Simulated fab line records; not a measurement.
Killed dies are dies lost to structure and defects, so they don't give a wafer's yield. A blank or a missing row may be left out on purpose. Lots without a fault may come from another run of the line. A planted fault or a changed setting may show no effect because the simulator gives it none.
fab line records :: flow sky130 :: part 2 of 2: steps 29 to 39 of 39
record
  lots=5
  wafers=15
  last-day=49
route steps=708 shown VIA4@648 METAL5@661 PASSIVATION@681
lots that met no fault: from a run of the same line without faults
start-h: hours from the record's opening day to when the first of the lot's shown wafers began :: wait-h: hours elapsed since this lot's preceding step :: " same as the row above :: L1.1+2: a single row standing in for several wafers :: - no value, or no start given :: * or withheld: withheld :: < > ~ a bound
route shown NAME@n: a module of which the file shows steps, and the number in the route of the first :: usual: mean/standard deviation taken from wafers without a fault :: same: alike in all rows :: chamber/n: place in a boat :: sites: the reading at each site :: _std_site: how widely they spread, as a standard deviation :: _edge_site: inner sites' mean taken away from outer sites' mean :: radius-mm: for every site, how far away it sits from the centre of the wafer :: mask NAME#n: copy n :: behind: the most recent tool/chamber to have shaped the wafer :: hold: why the lot went on hold/how many hours it stayed there/how the hold came to an end :: device: which transistor (n, p or np) failed to switch :: end of line: the same wafers' tests at the end of the route :: a step given without rows: its recipe and nothing more :: killed: the dies lost at the first sort to structure and to defects; this is not the yield of the wafer :: map: a wafer's dies, x killed, . not, _ none there
set.NAME: the run value of the setting; set.NAME@STEP: its run value at that earlier step :: model.NAME: the simulator's own value behind a step, which no gauge read
lots seen at some steps along the route; tables by step, rows by wafer
services: a tool's chamber out of use, with start hour (start-h, from the record's first day; less than 0 if before it), hours out, and reason
## steps
# step SKY_METAL5_METAL_ETCH_15
# recipe
  target-depth-a=12600
  stop-on=SiO2
  over-etch-frac=0.2
  time-s=252
  chemistry=Cl2/BCl3
  resist-sidewall-deg=86
  pressure-mtorr=10
  icp-w=900
  bias-w=48.5
  Cl2_flow_sccm=60
  bcl3-flow-sccm=30
# usual
  drypump-motor-current-A=5.8/0.55
  mfc-cl2-sccm=59.99/0.19
  oes-product-au=0.893/0.0048
  throttle-valve-pct=22.264/0.0089
# same
  over-etch-frac=0.2
lot.wafer: L074.2
tool: rie-metal-02
chamber: 0
start-h: 1020.83
wait-h: 0.0
drypump-motor-current-A: 5.3
mfc-cl2-sccm: 60.43
oes-product-au: 0.890
rf-hours-counter-h: 18
throttle-valve-pct: 22.276

lot.wafer: L074.3
tool: rie-metal-02
chamber: 0
start-h: 1020.83
wait-h: 0.0
drypump-motor-current-A: 5.4
mfc-cl2-sccm: 60.13
oes-product-au: 0.897
rf-hours-counter-h: -
throttle-valve-pct: 22.272

lot.wafer: L074.4
tool: rie-metal-02
chamber: 1
start-h: 1020.83
wait-h: 0.0
drypump-motor-current-A: 6.4
mfc-cl2-sccm: 60.35
oes-product-au: 0.897
rf-hours-counter-h: -
throttle-valve-pct: 22.279

lot.wafer: L081.1
tool: rie-metal-02
chamber: 1
start-h: 1073.20
wait-h: 0.0
drypump-motor-current-A: 6.4
mfc-cl2-sccm: 59.64
oes-product-au: 0.896
rf-hours-counter-h: 20
throttle-valve-pct: 22.244

lot.wafer: L081.2
tool: rie-metal-02
chamber: 0
start-h: 1073.20
wait-h: 0.0
drypump-motor-current-A: 5.3
mfc-cl2-sccm: 59.85
oes-product-au: 0.894
rf-hours-counter-h: 22
throttle-valve-pct: 22.241

lot.wafer: L081.6
tool: rie-metal-02
chamber: 1
start-h: 1073.20
wait-h: 0.0
drypump-motor-current-A: 6.5
mfc-cl2-sccm: 59.82
oes-product-au: 0.892
rf-hours-counter-h: -
throttle-valve-pct: 22.265

lot.wafer: L082.3
tool: rie-metal-03
chamber: 0
start-h: 1076.93
wait-h: 0.1
drypump-motor-current-A: 6.2
mfc-cl2-sccm: 59.95
oes-product-au: 0.890
rf-hours-counter-h: -
throttle-valve-pct: 22.258

lot.wafer: L082.4
tool: rie-metal-03
chamber: 1
start-h: 1076.93
wait-h: 0.1
drypump-motor-current-A: 5.0
mfc-cl2-sccm: 59.73
oes-product-au: 0.894
rf-hours-counter-h: -
throttle-valve-pct: 22.260

lot.wafer: L082.6
tool: rie-metal-03
chamber: 1
start-h: 1076.93
wait-h: 0.1
drypump-motor-current-A: 5.1
mfc-cl2-sccm: 59.82
oes-product-au: 0.884
rf-hours-counter-h: -
throttle-valve-pct: 22.253

lot.wafer: L087.2
tool: rie-metal-04
chamber: 0
start-h: 1117.88
wait-h: 0.0
drypump-motor-current-A: 6.0
mfc-cl2-sccm: 59.92
oes-product-au: 0.891
rf-hours-counter-h: 22
throttle-valve-pct: 22.267

lot.wafer: L087.4
tool: rie-metal-04
chamber: 0
start-h: 1117.88
wait-h: 0.0
drypump-motor-current-A: 6.1
mfc-cl2-sccm: 59.81
oes-product-au: 0.887
rf-hours-counter-h: -
throttle-valve-pct: 22.266

lot.wafer: L087.6
tool: rie-metal-04
chamber: 0
start-h: 1117.88
wait-h: 0.0
drypump-motor-current-A: 6.0
mfc-cl2-sccm: 59.90
oes-product-au: 0.891
rf-hours-counter-h: -
throttle-valve-pct: 22.264

lot.wafer: L091.1
tool: rie-metal-03
chamber: 1
start-h: 1129.80
wait-h: 0.0
drypump-motor-current-A: 5.1
mfc-cl2-sccm: 59.90
oes-product-au: 0.892
rf-hours-counter-h: 18
throttle-valve-pct: 22.280

lot.wafer: L091.2
tool: rie-metal-03
chamber: 0
start-h: 1129.80
wait-h: 0.0
drypump-motor-current-A: 6.2
mfc-cl2-sccm: 60.25
oes-product-au: 0.894
rf-hours-counter-h: 6
throttle-valve-pct: 22.266

lot.wafer: L091.3
tool: rie-metal-03
chamber: 1
start-h: 1129.80
wait-h: 0.0
drypump-motor-current-A: 5.1
mfc-cl2-sccm: 60.18
oes-product-au: 0.897
rf-hours-counter-h: -
throttle-valve-pct: 22.260
# step SKY_METAL5_STRIP_16
# recipe
  chemistry=O2/N2
  power-w=1400
  pressure-mtorr=1500
  platen-temp-c=withheld
  o2-flow-sccm=3000
  n2-flow-sccm=300
  overash-fraction=0.5
# usual
  drypump-motor-current-A=6.1/0.6
  oes-product-au=0.710/0.0044
  strip-time-to-endpoint-s=13.03/0.081
lot.wafer: L074.2
tool: plasma-asher-03
chamber: 1
start-h: 1021.06
wait-h: 0.2
drypump-motor-current-A: 6.6
oes-product-au: 0.715
rf-hours-counter-h: 60
strip-time-to-endpoint-s: 13.07

lot.wafer: L074.3
tool: plasma-asher-03
chamber: 0
start-h: 1021.06
wait-h: 0.2
drypump-motor-current-A: 6.0
oes-product-au: 0.706
rf-hours-counter-h: -
strip-time-to-endpoint-s: 12.99

lot.wafer: L074.4
tool: plasma-asher-03
chamber: 1
start-h: 1021.06
wait-h: 0.2
drypump-motor-current-A: 6.6
oes-product-au: 0.715
rf-hours-counter-h: -
strip-time-to-endpoint-s: 13.09

lot.wafer: L081.1
tool: plasma-asher-01
chamber: 0
start-h: 1073.43
wait-h: 0.2
drypump-motor-current-A: 6.6
oes-product-au: 0.710
rf-hours-counter-h: 93
strip-time-to-endpoint-s: 13.09

lot.wafer: L081.2
tool: plasma-asher-01
chamber: 1
start-h: 1073.43
wait-h: 0.2
drypump-motor-current-A: 4.9
oes-product-au: 0.710
rf-hours-counter-h: 93
strip-time-to-endpoint-s: 13.02

lot.wafer: L081.6
tool: plasma-asher-01
chamber: 1
start-h: 1073.43
wait-h: 0.2
drypump-motor-current-A: 4.9
oes-product-au: 0.711
rf-hours-counter-h: -
strip-time-to-endpoint-s: 13.08

lot.wafer: L082.3
tool: plasma-asher-02
chamber: 1
start-h: 1077.12
wait-h: 0.1
drypump-motor-current-A: 6.2
oes-product-au: 0.699
rf-hours-counter-h: -
strip-time-to-endpoint-s: 13.08

lot.wafer: L082.4
tool: plasma-asher-02
chamber: 0
start-h: 1077.12
wait-h: 0.1
drypump-motor-current-A: 5.9
oes-product-au: 0.706
rf-hours-counter-h: -
strip-time-to-endpoint-s: 13.11

lot.wafer: L082.6
tool: plasma-asher-02
chamber: 0
start-h: 1077.12
wait-h: 0.1
drypump-motor-current-A: 5.9
oes-product-au: 0.715
rf-hours-counter-h: -
strip-time-to-endpoint-s: 12.99

lot.wafer: L087.2
tool: plasma-asher-01
chamber: 1
start-h: 1118.11
wait-h: 0.2
drypump-motor-current-A: 5.0
oes-product-au: 0.714
rf-hours-counter-h: 97
strip-time-to-endpoint-s: 12.97

lot.wafer: L087.4
tool: plasma-asher-01
chamber: 1
start-h: 1118.11
wait-h: 0.2
drypump-motor-current-A: 5.0
oes-product-au: 0.711
rf-hours-counter-h: -
strip-time-to-endpoint-s: 13.03

lot.wafer: L087.6
tool: plasma-asher-01
chamber: 0
start-h: 1118.11
wait-h: 0.2
drypump-motor-current-A: 6.5
oes-product-au: 0.715
rf-hours-counter-h: -
strip-time-to-endpoint-s: 13.05

lot.wafer: L091.1
tool: plasma-asher-03
chamber: 1
start-h: 1130.03
wait-h: 0.2
drypump-motor-current-A: 6.6
oes-product-au: 0.708
rf-hours-counter-h: 71
strip-time-to-endpoint-s: 13.04

lot.wafer: L091.2
tool: plasma-asher-03
chamber: 0
start-h: 1130.03
wait-h: 0.2
drypump-motor-current-A: 6.0
oes-product-au: 0.714
rf-hours-counter-h: 71
strip-time-to-endpoint-s: 13.06

lot.wafer: L091.3
tool: plasma-asher-03
chamber: 0
start-h: 1130.03
wait-h: 0.2
drypump-motor-current-A: 6.0
oes-product-au: 0.707
rf-hours-counter-h: -
strip-time-to-endpoint-s: 13.05
# step SKY_METAL5_STRIP_17
# recipe
  chemistry=post-etch-residue-remover
  time-s=1200
  temp-c=72.5
lot.wafer: L074.2+3+4
tool: wet-bench-02
chamber: 0
start-h: 1021.16
wait-h: 0.1

lot.wafer: L081.1+2+6
tool: wet-bench-01
chamber: 3
start-h: 1073.53
wait-h: 0.1

lot.wafer: L082.3+4+6
tool: wet-bench-01
chamber: 3
start-h: 1077.18
wait-h: 0.0

lot.wafer: L087.2+4+6
tool: wet-bench-01
chamber: 0
start-h: 1118.21
wait-h: 0.1

lot.wafer: L091.1+2+3
tool: wet-bench-04
chamber: 0
start-h: 1130.13
wait-h: 0.1
# step SKY_METAL5_CLEAN_18
# recipe
  chemistry=IPA
  time-s=180
  temp-c=25
lot.wafer: L074.2+3+4
tool: wet-bench-01
chamber: 2
start-h: 1021.50
wait-h: 0.0

lot.wafer: L081.1+2+6
tool: wet-bench-04
chamber: 2
start-h: 1073.90
wait-h: 0.0

lot.wafer: L082.3+4+6
tool: wet-bench-02
chamber: 0
start-h: 1077.55
wait-h: 0.0

lot.wafer: L087.2+4+6
tool: wet-bench-04
chamber: 3
start-h: 1118.55
wait-h: 0.0

lot.wafer: L091.1+2+3
tool: wet-bench-02
chamber: 3
start-h: 1130.47
wait-h: 0.0
# step SKY_METAL5_CLEAN_19
# recipe
  chemistry=O3/DIW
  dry=n2-spin
lot.wafer: L074.2+3+4
tool: wet-bench-02
chamber: 2
start-h: 1021.62
wait-h: 0.0

lot.wafer: L081.1+2+6
tool: wet-bench-01
chamber: 1
start-h: 1073.96
wait-h: 0.0

lot.wafer: L082.3+4+6
tool: wet-bench-04
chamber: 1
start-h: 1077.61
wait-h: 0.0

lot.wafer: L087.2+4+6
tool: wet-bench-02
chamber: 2
start-h: 1118.62
wait-h: 0.0

lot.wafer: L091.1+2+3
tool: wet-bench-02
chamber: 1
start-h: 1130.53
wait-h: 0.0
# step SKY_PASSIVATION_CVD_00
# recipe
  material=SiO2
  target-thk-nm=90
  temp-c=400
  time-s=withheld
  rf-w=600
# usual
  heater-power-w=670/65
lot.wafer: L074.2
tool: pecvd-01
chamber: 1
start-h: 1021.71
wait-h: 0.0
heater-power-w: 600

lot.wafer: L074.3
tool: pecvd-01
chamber: 0
start-h: 1021.71
wait-h: 0.0
heater-power-w: 687

lot.wafer: L074.4
tool: pecvd-01
chamber: 1
start-h: 1021.71
wait-h: 0.0
heater-power-w: 609

lot.wafer: L081.1
tool: pecvd-04
chamber: 1
start-h: 1074.06
wait-h: 0.0
heater-power-w: 636

lot.wafer: L081.2
tool: pecvd-04
chamber: 2
start-h: 1074.06
wait-h: 0.0
heater-power-w: 680

lot.wafer: L081.6
tool: pecvd-04
chamber: 0
start-h: 1074.06
wait-h: 0.0
heater-power-w: 823

lot.wafer: L082.3
tool: pecvd-02
chamber: 0
start-h: 1077.70
wait-h: 0.0
heater-power-w: 612

lot.wafer: L082.4
tool: pecvd-02
chamber: 2
start-h: 1077.70
wait-h: 0.0
heater-power-w: 684

lot.wafer: L082.6
tool: pecvd-02
chamber: 0
start-h: 1077.70
wait-h: 0.0
heater-power-w: 602

lot.wafer: L087.2
tool: pecvd-04
chamber: 1
start-h: 1118.71
wait-h: 0.0
heater-power-w: 587

lot.wafer: L087.4
tool: pecvd-04
chamber: 1
start-h: 1118.71
wait-h: 0.0
heater-power-w: 599

lot.wafer: L087.6
tool: pecvd-04
chamber: 0
start-h: 1118.71
wait-h: 0.0
heater-power-w: 716

lot.wafer: L091.1
tool: pecvd-01
chamber: 1
start-h: 1130.62
wait-h: 0.0
heater-power-w: 645

lot.wafer: L091.2
tool: pecvd-01
chamber: 0
start-h: 1130.62
wait-h: 0.0
heater-power-w: 606

lot.wafer: L091.3
tool: pecvd-01
chamber: 2
start-h: 1130.62
wait-h: 0.0
heater-power-w: 775
# step SKY_PASSIVATION_THK_MEAS_01
# recipe
  reads=SiO2_of_PASSIVATION_CVD_00
# usual
  PASSIVATION_CVD_00_THK=90.4/1
lot.wafer: L074.2
tool: film-metro-04
chamber: -
start-h: 1021.75
wait-h: -
PASSIVATION_CVD_00_THK[nm]: 90.2

lot.wafer: L074.3
tool: film-metro-04
chamber: -
start-h: 1021.75
wait-h: -
PASSIVATION_CVD_00_THK[nm]: 91.5

lot.wafer: L074.4
tool: film-metro-04
chamber: -
start-h: 1021.75
wait-h: -
PASSIVATION_CVD_00_THK[nm]: 90.8

lot.wafer: L081.1
tool: film-metro-03
chamber: -
start-h: 1074.08
wait-h: -
PASSIVATION_CVD_00_THK[nm]: 90.1

lot.wafer: L081.2
tool: film-metro-03
chamber: -
start-h: 1074.08
wait-h: -
PASSIVATION_CVD_00_THK[nm]: 91.4

lot.wafer: L081.6
tool: film-metro-03
chamber: -
start-h: 1074.08
wait-h: -
PASSIVATION_CVD_00_THK[nm]: 92.7

lot.wafer: L082.3
tool: film-metro-04
chamber: -
start-h: 1077.75
wait-h: -
PASSIVATION_CVD_00_THK[nm]: 89.6

lot.wafer: L082.4
tool: film-metro-04
chamber: -
start-h: 1077.75
wait-h: -
PASSIVATION_CVD_00_THK[nm]: 91.8

lot.wafer: L082.6
tool: film-metro-04
chamber: -
start-h: 1077.75
wait-h: -
PASSIVATION_CVD_00_THK[nm]: 91.1

lot.wafer: L087.2
tool: film-metro-04
chamber: -
start-h: 1118.74
wait-h: -
PASSIVATION_CVD_00_THK[nm]: 88.6

lot.wafer: L087.4
tool: film-metro-04
chamber: -
start-h: 1118.74
wait-h: -
PASSIVATION_CVD_00_THK[nm]: 90.8

lot.wafer: L087.6
tool: film-metro-04
chamber: -
start-h: 1118.74
wait-h: -
PASSIVATION_CVD_00_THK[nm]: 91.1

lot.wafer: L091.1
tool: film-metro-04
chamber: -
start-h: 1130.65
wait-h: -
PASSIVATION_CVD_00_THK[nm]: 88.7

lot.wafer: L091.2
tool: film-metro-04
chamber: -
start-h: 1130.65
wait-h: -
PASSIVATION_CVD_00_THK[nm]: 90.7

lot.wafer: L091.3
tool: film-metro-04
chamber: -
start-h: 1130.65
wait-h: -
PASSIVATION_CVD_00_THK[nm]: 90.0
# step SKY_PASSIVATION_CVD_02
# recipe
  material=Si3N4
  target-thk-nm=540
  temp-c=400
  time-s=withheld
  rf-w=450
# usual
  heater-power-w=722/77
lot.wafer: L074.2
tool: pecvd-02
chamber: 1
start-h: 1021.80
wait-h: 0.0
heater-power-w: 730

lot.wafer: L074.3
tool: pecvd-02
chamber: 2
start-h: 1021.80
wait-h: 0.0
heater-power-w: 732

lot.wafer: L074.4
tool: pecvd-02
chamber: 2
start-h: 1021.80
wait-h: 0.0
heater-power-w: 618

lot.wafer: L081.1
tool: pecvd-02
chamber: 0
start-h: 1074.14
wait-h: 0.1
heater-power-w: 782

lot.wafer: L081.2
tool: pecvd-02
chamber: 1
start-h: 1074.14
wait-h: 0.1
heater-power-w: 719

lot.wafer: L081.6
tool: pecvd-02
chamber: 0
start-h: 1074.14
wait-h: 0.1
heater-power-w: 787

lot.wafer: L082.3
tool: pecvd-01
chamber: 0
start-h: 1077.79
wait-h: 0.0
heater-power-w: 626

lot.wafer: L082.4
tool: pecvd-01
chamber: 0
start-h: 1077.79
wait-h: 0.0
heater-power-w: 658

lot.wafer: L082.6
tool: pecvd-01
chamber: 1
start-h: 1077.79
wait-h: 0.0
heater-power-w: 779

lot.wafer: L087.2
tool: pecvd-02
chamber: 2
start-h: 1118.79
wait-h: 0.0
heater-power-w: 735

lot.wafer: L087.4
tool: pecvd-02
chamber: 1
start-h: 1118.79
wait-h: 0.0
heater-power-w: 590

lot.wafer: L087.6
tool: pecvd-02
chamber: 0
start-h: 1118.79
wait-h: 0.0
heater-power-w: 764

lot.wafer: L091.1
tool: pecvd-04
chamber: 2
start-h: 1130.71
wait-h: 0.1
heater-power-w: 733

lot.wafer: L091.2
tool: pecvd-04
chamber: 0
start-h: 1130.71
wait-h: 0.1
heater-power-w: 905

lot.wafer: L091.3
tool: pecvd-04
chamber: 1
start-h: 1130.71
wait-h: 0.1
heater-power-w: 690
# step SKY_PASSIVATION_THK_MEAS_03
# recipe
  reads=Si3N4_of_PASSIVATION_CVD_02
# usual
  PASSIVATION_CVD_02_THK=543/7
lot.wafer: L074.2
tool: film-metro-02
chamber: -
start-h: 1022.04
wait-h: -
PASSIVATION_CVD_02_THK[nm]: 539

lot.wafer: L074.3
tool: film-metro-02
chamber: -
start-h: 1022.04
wait-h: -
PASSIVATION_CVD_02_THK[nm]: 543

lot.wafer: L074.4
tool: film-metro-02
chamber: -
start-h: 1022.04
wait-h: -
PASSIVATION_CVD_02_THK[nm]: 554

lot.wafer: L081.1
tool: film-metro-03
chamber: -
start-h: 1074.40
wait-h: -
PASSIVATION_CVD_02_THK[nm]: 535

lot.wafer: L081.2
tool: film-metro-03
chamber: -
start-h: 1074.40
wait-h: -
PASSIVATION_CVD_02_THK[nm]: 531

lot.wafer: L081.6
tool: film-metro-03
chamber: -
start-h: 1074.40
wait-h: -
PASSIVATION_CVD_02_THK[nm]: 539

lot.wafer: L082.3
tool: film-metro-03
chamber: -
start-h: 1078.03
wait-h: -
PASSIVATION_CVD_02_THK[nm]: 539

lot.wafer: L082.4
tool: film-metro-03
chamber: -
start-h: 1078.03
wait-h: -
PASSIVATION_CVD_02_THK[nm]: 549

lot.wafer: L082.6
tool: film-metro-03
chamber: -
start-h: 1078.03
wait-h: -
PASSIVATION_CVD_02_THK[nm]: 543

lot.wafer: L087.2
tool: film-metro-04
chamber: -
start-h: 1119.02
wait-h: -
PASSIVATION_CVD_02_THK[nm]: 541

lot.wafer: L087.4
tool: film-metro-04
chamber: -
start-h: 1119.02
wait-h: -
PASSIVATION_CVD_02_THK[nm]: 546

lot.wafer: L087.6
tool: film-metro-04
chamber: -
start-h: 1119.02
wait-h: -
PASSIVATION_CVD_02_THK[nm]: 554

lot.wafer: L091.1
tool: film-metro-02
chamber: -
start-h: 1130.93
wait-h: -
PASSIVATION_CVD_02_THK[nm]: 540

lot.wafer: L091.2
tool: film-metro-02
chamber: -
start-h: 1130.93
wait-h: -
PASSIVATION_CVD_02_THK[nm]: 536

lot.wafer: L091.3
tool: film-metro-02
chamber: -
start-h: 1130.93
wait-h: -
PASSIVATION_CVD_02_THK[nm]: 543
# step SKY_PASSIVATION_DEHYDRATE_04
# recipe
  temp-c=200
  time-s=60
lot.wafer: L074.2+3+4
tool: litho-track-01
chamber: 0
start-h: 1032.82
wait-h: 10.8

lot.wafer: L081.1+2+6
tool: litho-track-02
chamber: 0
start-h: 1084.06
wait-h: 9.7

lot.wafer: L082.3+4+6
tool: litho-track-04
chamber: 0
start-h: 1088.00
wait-h: 10.0

lot.wafer: L087.2+4+6
tool: litho-track-02
chamber: 0
start-h: 1128.04
wait-h: 9.0

lot.wafer: L091.1+2+3
tool: litho-track-01
chamber: 0
start-h: 1139.39
wait-h: 8.4
# step SKY_PASSIVATION_HMDS_05
# recipe
  prime-time-s=60
  prime-temp-c=120
lot.wafer: L074.2+3+4
tool: litho-track-01
chamber: 0
start-h: 1032.97
wait-h: 0.1

lot.wafer: L081.1+2+6
tool: litho-track-02
chamber: 0
start-h: 1084.21
wait-h: 0.1

lot.wafer: L082.3+4+6
tool: litho-track-04
chamber: 0
start-h: 1088.15
wait-h: 0.1

lot.wafer: L087.2+4+6
tool: litho-track-02
chamber: 0
start-h: 1128.19
wait-h: 0.1

lot.wafer: L091.1+2+3
tool: litho-track-01
chamber: 0
start-h: 1139.54
wait-h: 0.1
## services
tool: wet-bench-03
chamber: -
start-h: 983.02
hours: 1.9
kind: pm

tool: rie-diel-02
chamber: 1
start-h: 986.46
hours: 4.9
kind: repair

tool: pvd-sputter-04
chamber: -
start-h: 986.76
hours: 5.1
kind: repair

tool: cmp-01
chamber: -
start-h: 991.48
hours: 0.4
kind: repair

tool: pecvd-04
chamber: 2
start-h: 1002.62
hours: 12.6
kind: repair

tool: pecvd-01
chamber: -
start-h: 1003.01
hours: 14.6
kind: pm

tool: wet-bench-04
chamber: -
start-h: 1015.38
hours: 53.1
kind: pm

tool: pecvd-01
chamber: 2
start-h: 1019.49
hours: 13.4
kind: repair

tool: pecvd-02
chamber: -
start-h: 1038.53
hours: 1.5
kind: repair

tool: pecvd-04
chamber: -
start-h: 1040.85
hours: 6.0
kind: pm

tool: rie-diel-02
chamber: -
start-h: 1042.67
hours: 1.0
kind: repair

tool: wet-bench-01
chamber: -
start-h: 1046.09
hours: 3.1
kind: repair

tool: pvd-sputter-02
chamber: -
start-h: 1051.37
hours: 2.1
kind: repair

tool: plasma-asher-02
chamber: -
start-h: 1051.81
hours: 13.1
kind: repair

tool: pvd-sputter-04
chamber: -
start-h: 1053.12
hours: 8.3
kind: repair

tool: pecvd-02
chamber: 0
start-h: 1059.55
hours: 9.5
kind: repair

tool: plasma-asher-02
chamber: -
start-h: 1061.67
hours: 2.9
kind: repair

tool: plasma-asher-02
chamber: -
start-h: 1064.91
hours: 9.0
kind: pm

tool: wet-bench-04
chamber: -
start-h: 1068.52
hours: 1.9
kind: pm

tool: pvd-sputter-04
chamber: -
start-h: 1087.42
hours: 5.0
kind: repair

tool: cmp-01
chamber: -
start-h: 1098.49
hours: 0.5
kind: repair

tool: plasma-asher-02
chamber: -
start-h: 1109.77
hours: 2.8
kind: pm

tool: cmp-01
chamber: -
start-h: 1111.06
hours: 5.4
kind: pm

tool: pvd-sputter-04
chamber: -
start-h: 1116.87
hours: 4.3
kind: repair
